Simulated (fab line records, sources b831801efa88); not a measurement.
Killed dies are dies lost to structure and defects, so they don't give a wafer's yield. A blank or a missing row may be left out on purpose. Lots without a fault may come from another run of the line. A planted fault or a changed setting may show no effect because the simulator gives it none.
A struck lot beside a sound one | flow gf180mcu | 14 steps out of a route of 602
Sound: wafers L112.1, L112.3, L112.4. Struck: wafers L129.1, L129.3, L129.4. The cause comes at the end.
At each step with rows: each side's tool, then ch and its chambers, then its first start. Under that, the readings that differ: sound wafers | struck wafers | difference of the means | sigmas: that difference in standard deviations of wafers without a fault.
alike: readings whose means differ by less than 2 such deviations, and words and numbers that are the same on both sides. not compared: withheld readings, readings that some wafer has no value for, bounds like >300 that may hide the same value, and numbers for which the record gives no deviation and whose values overlap.
The two part at a step that has a row with sigmas, a row that says differs or no value, or rows on one side only. Numbers that don't overlap but have no deviation are shown without sigmas and don't part them. A reading that every wafer of one side lacks parts them only if that side has two wafers or more.

first, 5 steps without rows for these wafers: GF_V1_COAT_09 (resist thk 1000 nm); GF_V1_SOFTBAKE_10 (time 60 s); GF_V1_EXPOSE_11 (exposes mask Via1, target cd 260 nm); GF_V1_PEB_12 (peb time 90 s); GF_V1_DEVELOP_13 (develop time 60 s).
GF_V1_CD_MEAS_14: target cd 260 nm.
  sound on cd_sem-02, day 19 08:06; struck on cd_sem-01, day 25 08:46
  alike: cd_nm
GF_V1_OVL_MEAS_15:
  sound on overlay-02, day 19 08:13; struck on overlay-02, day 25 08:53
  alike: V1_OVL
GF_V1_ETCH_16: etches BARC in N2/H2.
  sound on rie_diel-04 ch 1,3, day 19 08:16; struck on rie_diel-03 ch 1,2,3, day 25 08:55
  alike: drypump_motor_current_A, oes_product_au, throttle_valve_pct
GF_V1_ETCH_17: etches SiO2 in C4F8/O2/Ar, stops on TiN, target depth 630 nm.
  sound on rie_diel-04 ch 1,3; struck on rie_diel-03 ch 1,2,3
  alike: oes_product_au
GF_V1_STRIP_18: strips in O2/N2.
  sound on plasma_asher-04 ch 0,1, day 19 08:23; struck on plasma_asher-04 ch 0,1, day 25 09:02
  alike: drypump_motor_current_A, heater_power_w, o2_flow_sccm, oes_product_au
  not compared: rf_hours_counter_h
then, 2 steps without rows for these wafers: GF_V1_STRIP_19 (strips in post etch residue remover, time 1200 s); GF_V1_CLEAN_20 (cleans in DIW).
GF_V1_SPUTTER_21: material Ti, target thk 15 nm, time 80.02 s.
  sound on pvd_sputter-01, day 19 08:57; struck on pvd_sputter-01, day 25 09:35
  no value came back on the struck wafers for cathode_dc_power_W (W), chamber_pressure_pa (Pa), throttle_valve_pct (%), time_s (s); on the sound wafers cathode_dc_power_W (W) reads 2500.0 2499.5 2500.4
GF_V1_SPUTTER_22: material TiN, target thk 10 nm, time 40 s.
  sound on pvd_sputter-01, day 19 09:01; struck on pvd_sputter-01, day 25 09:38
  alike: cathode_dc_power_W, chamber_pressure_pa, throttle_valve_pct

WHERE THEY PART
Only at GF_V1_SPUTTER_21, within this record. Later steps at which nothing parts them and some readings are alike: GF_V1_SPUTTER_22.

WHY: what the simulator had put in
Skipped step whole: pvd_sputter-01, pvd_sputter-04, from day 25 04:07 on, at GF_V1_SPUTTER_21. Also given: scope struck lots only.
